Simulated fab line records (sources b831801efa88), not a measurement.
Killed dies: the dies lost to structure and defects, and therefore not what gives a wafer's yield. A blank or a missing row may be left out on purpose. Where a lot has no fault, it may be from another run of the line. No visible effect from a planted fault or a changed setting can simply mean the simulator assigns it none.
Problem report in the 8D (eight disciplines) form, filled by code | flow sky130 | the parts of the form that need people (team, actions taken, sign-off) are left out

== 1. PROBLEM STATEMENT ==
At SKY_POLY_GATE_ETCH_15, biasW averages 81.43 W over 2 wafers from 2 lots, while fault-free wafers read 99.96 W, standard deviation 0.28. Relative to the usual mean, that is a shift of -66 standard deviations.
The step: etches BARC in N2/H2, stops on SiO2, time 118.5 s, target depth 110 nm.
Earliest sighting: wafer L983.3 on rieDiel-04 at day 18 13:26. The record holds 42 wafers of 14 lots with a number at this step. By rule, "out" or "out of limits" means more than 4 standard deviations away from the usual mean. Any other wafer with a number is counted as sound.

== 2. WHAT IT IS, AND WHAT IT ISN'T ==
question                    | is                | is not
which readings at this step | biasW             | drypumpMotorCurrentA, oesProductAu, throttleValvePct
which lots                  | L983, L985        | L977, L978, L981, L982, L984, L988, L993, L994, L996, L997, L998, L999
which wafers of those lots  | L983.3, L985.5    | L983.4, L983.5, L985.2, L985.6
read on which tools         | rieDiel-04        | rieDiel-02, rieDiel-03
when                        | from day 18 13:26 | up to then (14 sound wafers); but 26 sound wafers of L984, L985, L988, L993, L994, L996, L997, L998, L999 came after

== 3. SUSPECTS, AND WHAT RULES EACH OUT ==
Counting: a tool at a process step up to the reading stays a suspect if it ran every lot that is out. Sound lots after the first of them don't rule it out here, since some wafers of a struck lot are sound.
- rieDiel-04 at SKY_POLY_GATE_ETCH_15 (etches BARC in N2/H2, stops on SiO2, time 118.5 s, target depth 110 nm): kept. Ran every lot that is out, first one L983 (day 18 13:26); last sound lot up to then L982 (day 18 04:14). Out on those wafers are its own readings of biasW.
- rieDiel-04, SKY_POLY_GATE_ETCH_15: wafers that are out in chamber 0, sound lot-mates in chambers 1, 2, 3.
Remaining after the count: rieDiel-04 at SKY_POLY_GATE_ETCH_15.

== 4. THE CAUSE (what the simulator had put in) ==
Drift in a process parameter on rieDiel-04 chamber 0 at SKY_POLY_GATE_ETCH_15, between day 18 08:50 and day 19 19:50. Setting biasW shifted by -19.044 from 100. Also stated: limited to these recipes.
Only this tool survived the counting.

== 5. THE EFFECT CHAIN, in route order ==
Rows list readings where the struck wafers' mean (over those with a number) sits beyond 3 standard deviations from the usual. Readings are gone through only where the record gives a usual standard deviation; hours: the median, over the lots, of the time from a lot's start at the first step in this table giving one to that lot's start at this step; sigmas: the change measured in usual standard deviations.
hours | step                  | reading | usual   | on struck wafers | change | sigmas
0     | SKY_POLY_GATE_ETCH_15 | biasW   | 99.96 W | 81.43            | -18.53 | -66
Here are the process steps it includes:
- SKY_POLY_GATE_ETCH_15: etches BARC in N2/H2, stops on SiO2, time 118.5 s, target depth 110 nm.

== 6. HOW IT WOULD HAVE BEEN CAUGHT EARLIER ==
5 hours passed between the start of the fault at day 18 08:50 and the first reading out of limits in this record, taken at day 18 13:26.
